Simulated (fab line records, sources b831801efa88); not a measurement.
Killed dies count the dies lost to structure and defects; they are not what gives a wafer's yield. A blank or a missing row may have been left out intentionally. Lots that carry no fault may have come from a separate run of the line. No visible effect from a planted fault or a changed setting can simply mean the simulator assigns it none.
8D (eight disciplines) problem report, filled in by code | flow gf180mcu | the parts of the form that need people (team, actions taken, sign-off) are left out

== 1. THE ISSUE ==
Wafers free of any fault read 46.09 ohm/sq (standard deviation 0.077) for NSD_RS at GF_PSD_RS_MEAS_14, against a mean of 44.64 ohm/sq on 6 wafers of 2 lots. That is -19 standard deviations from the usual mean.
The step: measures by four-point-probe.
First observed at day 18 22:44: wafer L791.1, on film metro-01. Wafers with a number at this step in the record: 36, from 12 lots. By rule, "out" or "out of limits" means more than 4 standard deviations away from the usual mean. Any other wafer with a number is counted as sound.

== 2. WHAT IT IS; WHAT IT IS NOT ==
question                    | is                           | is not
which readings at this step | NSD_RS                       | -
which lots                  | L791, L792                   | L779, L782, L783, L784, L785, L793, L795, L799, L800, L801
which wafers of those lots  | all that have a number       | -
read on which gauges        | film metro-01, film metro-04 | film metro-03
when                        | from day 18 22:44            | up to then (15 sound wafers); but 15 sound wafers of L793, L795, L799, L800, L801 came after

== 3. THE SUSPECTS, EACH WITH WHAT RULES IT OUT ==
Counting: a tool stays on the suspect list if, at a process step up to the reading, it processed all lots that are out and no sound lot following the first of them.
- ruled out: the gauge at GF_PSD_RS_MEAS_14. Those wafers that are out were read across 2 gauges (film metro-01, film metro-04).
- implanter-03 at GF_NSD_IMPLANT_09: ruled out as a lasting fault. Following L791 (day 17 22:20), the first lot on it that is out, the sound lots L799, L800 were run on it.
- plasma asher-03 at GF_NSD_STRIP_11 (strips in O2/N2): ruled out as a lasting fault. Following L791 (day 17 22:38), the first lot on it that is out, the sound lots L801 were run on it.
Left after counting: nothing in the record.

== 4. THE CAUSE (what the simulator had put in) ==
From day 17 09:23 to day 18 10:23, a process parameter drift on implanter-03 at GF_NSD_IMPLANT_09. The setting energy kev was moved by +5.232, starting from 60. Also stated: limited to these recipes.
It was ruled out by counting, in error; the rule expects a fault to strike all lots run on its tool from its start on, and this fault did not.

== 5. SEQUENCE OF EFFECTS, ordered by route ==
One row per reading whose mean, taken over the struck wafers that have a number, lies over 3 standard deviations from the usual. Only readings whose record carries a usual standard deviation are examined. hours: median over the lots of the time between each lot's start at the first step of this table that gives one and its start at this step. sigmas: the change, counted in usual standard deviations.
hours | step              | reading                  | usual        | on struck wafers | change | sigmas
0     | GF_NSD_IMPLANT_09 | beam energy keV          | 59.999       | 65.227           | +5.227 | +99 or more
0     | GF_NSD_STRIP_11   | strip time to endpoint s | 22.97 s      | 23.65            | +0.68  | +21
25    | GF_PSD_RS_MEAS_14 | NSD_RS                   | 46.09 ohm/sq | 44.64            | -1.45  | -19
It contains these process steps:
- GF_NSD_IMPLANT_09
- GF_NSD_STRIP_11: strips in O2/N2.

== 6. WHAT WOULD HAVE CAUGHT IT SOONER ==
In this record the first reading out of limits at a measuring or inspecting step was taken at day 18 22:44, 37 hours after the fault began at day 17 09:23.
The tool's own readings at GF_NSD_IMPLANT_09 were out on every struck wafer that the step has a row for (beam energy keV): an alarm limit on them would have fired on the first of those.
